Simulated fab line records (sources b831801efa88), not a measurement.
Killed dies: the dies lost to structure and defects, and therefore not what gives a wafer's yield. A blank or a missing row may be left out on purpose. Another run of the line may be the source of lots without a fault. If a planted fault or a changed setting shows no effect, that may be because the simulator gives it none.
What tool caused it? / flow gf180mcu / 39 wafers from 13 lots sampled at 4 of the route's 602 steps

== WHAT THE GAUGES SHOWED, per wafer ==
GF_M3_CD_MEAS_14: the cd target is 280 nm. Usual: cdNm 279.8 nm, standard deviation 1.2.
lot=L897; measured=day 21 13:31; on=cdSem-01; cdNm (nm)=278.7 279.6 279.5; flag=
lot=L898; measured=day 21 22:40; on=cdSem-02; cdNm (nm)=279.9 281.1 282.0; flag=
lot=L899; measured=day 22 07:08; on=cdSem-02; cdNm (nm)=280.9 282.1 280.6; flag=
lot=L902; measured=day 23 02:29; on=cdSem-01; cdNm (nm)=281.4 281.2 281.9; flag=
lot=L903; measured=day 23 09:12; on=cdSem-02; cdNm (nm)=278.3 278.1 279.5; flag=
lot=L909; measured=day 25 10:58; on=cdSem-02; cdNm (nm)=278.4 279.7 278.6; flag=
lot=L910; measured=day 25 19:07; on=cdSem-02; cdNm (nm)=278.7 279.2 278.9; flag=
lot=L912; measured=day 26 13:19; on=cdSem-02; cdNm (nm)=281.8 280.6 281.4; flag=
lot=L913; measured=day 26 21:17; on=cdSem-02; cdNm (nm)=277.9 279.5 278.6; flag=
lot=L916; measured=day 27 21:11; on=cdSem-01; cdNm (nm)=282.3 281.7 283.1; flag=
lot=L918; measured=day 28 08:07; on=cdSem-02; cdNm (nm)=278.9 278.1 279.4; flag=
lot=L919; measured=day 28 10:27; on=cdSem-01; cdNm (nm)=279.8 280.0 280.8; flag=
lot=L920; measured=day 28 19:20; on=cdSem-02; cdNm (nm)=280.7 281.3 280.8; flag=

GF_V3_THK_MEAS_01. Usual: for V3_CVD_00_THK the level is 598 nm and the standard deviation is 5.2.
lot=L897; measured=day 21 14:22; on=filmMetro-03; V3_CVD_00_THK (nm)=589 598 602; flag=
lot=L898; measured=day 21 23:32; on=filmMetro-04; V3_CVD_00_THK (nm)=594 598 598; flag=
lot=L899; measured=day 22 08:01; on=filmMetro-03; V3_CVD_00_THK (nm)=597 599 602; flag=
lot=L902; measured=day 23 03:21; on=filmMetro-03; V3_CVD_00_THK (nm)=598 602 601; flag=
lot=L903; measured=day 23 10:25; on=filmMetro-04; V3_CVD_00_THK (nm)=594 607 597; flag=
lot=L909; measured=day 25 11:51; on=filmMetro-01; V3_CVD_00_THK (nm)=608 601 605; flag=
lot=L910; measured=day 25 19:59; on=filmMetro-01; V3_CVD_00_THK (nm)=602 603 602; flag=
lot=L912; measured=day 26 14:11; on=filmMetro-04; V3_CVD_00_THK (nm)=605 609 599; flag=
lot=L913; measured=day 26 22:18; on=filmMetro-03; V3_CVD_00_THK (nm)=598 598 596; flag=
lot=L916; measured=day 27 22:12; on=filmMetro-03; V3_CVD_00_THK (nm)=589 589 591; flag=
lot=L918; measured=day 28 08:59; on=filmMetro-04; V3_CVD_00_THK (nm)=602 596 602; flag=
lot=L919; measured=day 28 11:26; on=filmMetro-04; V3_CVD_00_THK (nm)=597 598 592; flag=
lot=L920; measured=day 28 20:19; on=filmMetro-03; V3_CVD_00_THK (nm)=602 594 608; flag=

GF_V5_THK_MEAS_03. Usual: for V5_CVD_02_THK the level is 1452 nm and the standard deviation is 17.
lot=L897; measured=day 26 11:34; on=filmMetro-04; V5_CVD_02_THK (nm)=1457 1465 1478; flag=
lot=L898; measured=day 26 19:31; on=filmMetro-04; V5_CVD_02_THK (nm)=1437 1444 1460; flag=
lot=L899; measured=day 27 05:16; on=filmMetro-04; V5_CVD_02_THK (nm)=1443 1462 1468; flag=
lot=L902; measured=day 27 21:04; on=filmMetro-01; V5_CVD_02_THK (nm)=1441 1469 1474; flag=
lot=L903; measured=day 28 03:35; on=filmMetro-01; V5_CVD_02_THK (nm)=1460 1480 1447; flag=
lot=L909; measured=day 30 00:34; on=filmMetro-04; V5_CVD_02_THK (nm)=1402 1416 1447; flag=
lot=L910; measured=day 30 07:22; on=filmMetro-01; V5_CVD_02_THK (nm)=1448 1480 1481; flag=
lot=L912; measured=day 30 22:17; on=filmMetro-04; V5_CVD_02_THK (nm)=1440 1469 1450; flag=
lot=L913; measured=day 31 05:46; on=filmMetro-03; V5_CVD_02_THK (nm)=1445 1476 1474; flag=
lot=L916; measured=day 32 01:27; on=filmMetro-03; V5_CVD_02_THK (nm)=1417 1428 1469; flag=
lot=L918; measured=day 32 10:22; on=filmMetro-03; V5_CVD_02_THK (nm)=1453 1470 1466; flag=
lot=L919; measured=day 32 12:19; on=filmMetro-04; V5_CVD_02_THK (nm)=1445 1447 1461; flag=
lot=L920; measured=day 32 19:16; on=filmMetro-04; V5_CVD_02_THK (nm)=1452 1449 1465; flag=

== WHICH TOOL RAN EACH LOT (tool, then ch and the chambers of the sampled wafers, then the start) ==
lot=L897; GF_V3_ETCH_16=rieDiel-01 ch 0,3, day 22 13:44
lot=L898; GF_V3_ETCH_16=rieDiel-03 ch 1,2, day 22 23:14
lot=L899; GF_V3_ETCH_16=rieDiel-03 ch 0,2,3, day 23 07:26
lot=L902; GF_V3_ETCH_16=rieDiel-04 ch 1,2, day 24 02:08
lot=L903; GF_V3_ETCH_16=rieDiel-01 ch 1,3, day 24 08:58
lot=L909; GF_V3_ETCH_16=rieDiel-01 ch 1,3, day 26 10:08
lot=L910; GF_V3_ETCH_16=rieDiel-04 ch 0,1,3, day 26 18:05
lot=L912; GF_V3_ETCH_16=rieDiel-04 ch 0,1, day 27 11:23
lot=L913; GF_V3_ETCH_16=rieDiel-04 ch 0,3, day 27 19:23
lot=L916; GF_V3_ETCH_16=rieDiel-03 ch 0,1,3, day 28 18:38
lot=L918; GF_V3_ETCH_16=rieDiel-04 ch 0,2,3, day 29 04:56
lot=L919; GF_V3_ETCH_16=rieDiel-04 ch 2,3, day 29 07:17
lot=L920; GF_V3_ETCH_16=rieDiel-04 ch 1,2,3, day 29 15:44
- GF_V3_ETCH_16: etches BARC in N2/H2.

== AS READ BY THE TOOLS THEMSELVES (means over the sampled wafers that have a number; for cases with no such wafer, the mark the record gives instead) ==
GF_V3_ETCH_16. Usual: drypumpMotorCurrentA 5.6 A, standard deviation 0.52; oesProductAu 0.855 a.u., standard deviation 0.005; rfFwdPowerW 494.5 W, standard deviation 2.2; throttleValvePct 13.225 %, standard deviation 0.0085.
lot=L897; tool=rieDiel-01; drypumpMotorCurrentA (A)=5.8; oesProductAu (a.u.)=0.852; rfFwdPowerW (W)=495.3; throttleValvePct (%)=13.229; flag=
lot=L898; tool=rieDiel-03; drypumpMotorCurrentA (A)=4.9; oesProductAu (a.u.)=0.852; rfFwdPowerW (W)=495.1; throttleValvePct (%)=13.230; flag=
lot=L899; tool=rieDiel-03; drypumpMotorCurrentA (A)=5.2; oesProductAu (a.u.)=0.858; rfFwdPowerW (W)=496.4; throttleValvePct (%)=13.220; flag=
lot=L902; tool=rieDiel-04; drypumpMotorCurrentA (A)=5.3; oesProductAu (a.u.)=0.854; rfFwdPowerW (W)=494.4; throttleValvePct (%)=13.233; flag=
lot=L903; tool=rieDiel-01; drypumpMotorCurrentA (A)=5.8; oesProductAu (a.u.)=0.854; rfFwdPowerW (W)=491.5; throttleValvePct (%)=13.231; flag=
lot=L909; tool=rieDiel-01; drypumpMotorCurrentA (A)=5.8; oesProductAu (a.u.)=0.828; rfFwdPowerW (W)=426.6; throttleValvePct (%)=13.224; flag=OFF
lot=L910; tool=rieDiel-04; drypumpMotorCurrentA (A)=5.4; oesProductAu (a.u.)=0.857; rfFwdPowerW (W)=492.8; throttleValvePct (%)=13.232; flag=
lot=L912; tool=rieDiel-04; drypumpMotorCurrentA (A)=5.1; oesProductAu (a.u.)=0.851; rfFwdPowerW (W)=495.3; throttleValvePct (%)=13.225; flag=
lot=L913; tool=rieDiel-04; drypumpMotorCurrentA (A)=5.2; oesProductAu (a.u.)=0.853; rfFwdPowerW (W)=493.5; throttleValvePct (%)=13.217; flag=
lot=L916; tool=rieDiel-03; drypumpMotorCurrentA (A)=5.3; oesProductAu (a.u.)=0.850; rfFwdPowerW (W)=494.7; throttleValvePct (%)=13.225; flag=
lot=L918; tool=rieDiel-04; drypumpMotorCurrentA (A)=5.3; oesProductAu (a.u.)=0.867; rfFwdPowerW (W)=492.7; throttleValvePct (%)=13.226; flag=
lot=L919; tool=rieDiel-04; drypumpMotorCurrentA (A)=5.4; oesProductAu (a.u.)=0.859; rfFwdPowerW (W)=491.3; throttleValvePct (%)=13.218; flag=
lot=L920; tool=rieDiel-04; drypumpMotorCurrentA (A)=5.5; oesProductAu (a.u.)=0.858; rfFwdPowerW (W)=492.4; throttleValvePct (%)=13.223; flag=

== THE ANSWER, worked out from the rows above alone ==
Rule: lot off if the mean of its wafers having a number is beyond 3 standard deviations from the usual mean. A lot without any number at a reading at which 4 lots or more have one is off too. Any other lot the step has rows for is counted as sound. Order of review: gauges by route order, followed by the tools' own readings, for which a lot's mean as printed above is used. The first step at which some lot is off is used, and at that step the reading that is off furthest; a lot without a number counts as furthest.
Off: L909 (GF_V3_ETCH_16, rfFwdPowerW).
A tool fits if, at that step or a process step before it, it ran every lot that is off, and no sound lot after the first of them. One candidate fits, namely rieDiel-01 at GF_V3_ETCH_16. Its last sound lot is L903 (day 24 08:58), its first lot that is off L909 (day 26 10:08): a fault that began between those two fits.
The tool's own readings at GF_V3_ETCH_16 bear it out: on the lots that are off they differ by more than 5 times the standard deviation of the sound lots' means. oesProductAu reads 0.828 a.u. there against 0.855 a.u. on the sound lots; rfFwdPowerW reads 426.6 W there against 493.8 W on the sound lots.

== WHAT WAS PUT IN BY THE SIMULATOR ==
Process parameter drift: rieDiel-01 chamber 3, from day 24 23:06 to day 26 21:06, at GF_V3_ETCH_16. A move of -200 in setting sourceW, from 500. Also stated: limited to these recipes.
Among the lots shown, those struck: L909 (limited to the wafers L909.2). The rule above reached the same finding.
